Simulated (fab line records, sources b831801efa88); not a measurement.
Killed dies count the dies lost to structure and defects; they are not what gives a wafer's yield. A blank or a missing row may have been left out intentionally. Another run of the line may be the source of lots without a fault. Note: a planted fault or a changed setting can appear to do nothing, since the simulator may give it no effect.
Chamber matching / flow sky130 / cmp-02 running SKY_VIA3_CMP_02: 4 sister chambers
The step polishes SiO2. 4 wafers are shown with their chamber, then 12 later ones without.

WAFERS PAIRED WITH THEIR CHAMBERS
wafer=L089.5; chamber=1; motorCurrentA (A)=10.3
wafer=L089.6; chamber=0; motorCurrentA (A)=13.1
wafer=L090.5; chamber=3; motorCurrentA (A)=13.3
wafer=L090.6; chamber=2; motorCurrentA (A)=11.1

WAFERS WITH NO CHAMBER GIVEN
wafer=L091.3; motorCurrentA (A)=11.7
wafer=L091.4; motorCurrentA (A)=12.5
wafer=L091.6; motorCurrentA (A)=10.4
wafer=L094.1; motorCurrentA (A)=13.7
wafer=L094.3; motorCurrentA (A)=11.4
wafer=L094.4; motorCurrentA (A)=12.6
wafer=L095.1; motorCurrentA (A)=13.1
wafer=L095.3; motorCurrentA (A)=14.0
wafer=L095.5; motorCurrentA (A)=11.9
wafer=L096.2; motorCurrentA (A)=12.1
wafer=L096.3; motorCurrentA (A)=11.2
wafer=L096.6; motorCurrentA (A)=12.0

WHICH CHAMBER EACH ONE RAN IN
wafer=L091.3; from the rows above=can't be placed: 2 or 1 or 0 or 3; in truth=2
wafer=L091.4; from the rows above=can't be placed: 0 or 3 or 2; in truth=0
wafer=L091.6; from the rows above=can't be placed: 1 or 2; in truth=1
wafer=L094.1; from the rows above=can't be placed: 3 or 0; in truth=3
wafer=L094.3; from the rows above=can't be placed: 2 or 1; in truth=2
wafer=L094.4; from the rows above=can't be placed: 0 or 3 or 2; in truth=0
wafer=L095.1; from the rows above=can't be placed: 0 or 3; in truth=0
wafer=L095.3; from the rows above=can't be placed: 3 or 0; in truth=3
wafer=L095.5; from the rows above=can't be placed: 2 or 0 or 3 or 1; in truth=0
wafer=L096.2; from the rows above=can't be placed: 0 or 2 or 3 or 1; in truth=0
wafer=L096.3; from the rows above=can't be placed: 2 or 1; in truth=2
wafer=L096.6; from the rows above=can't be placed: 2 or 0 or 3 or 1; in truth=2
Correctly placed: 0 of 12. Can't be placed from these rows: 12 (the true chamber is among the candidates in 12). Wrongly placed: 0.
How it was worked out, from the rows above alone: a wafer's distance from a chamber is the root of the sum, over the readings, of the square of ((its reading less the chamber's mean) divided by the reading's scatter). If the next closest chamber is less than 2 further off than the closest, the wafer can't be placed; otherwise it belongs to the closest. Each chamber's mean is taken over the wafers shown for it. The scatter: with one shown wafer a chamber, the root of the mean of the squares of how far each hidden wafer lies from its nearest shown one.
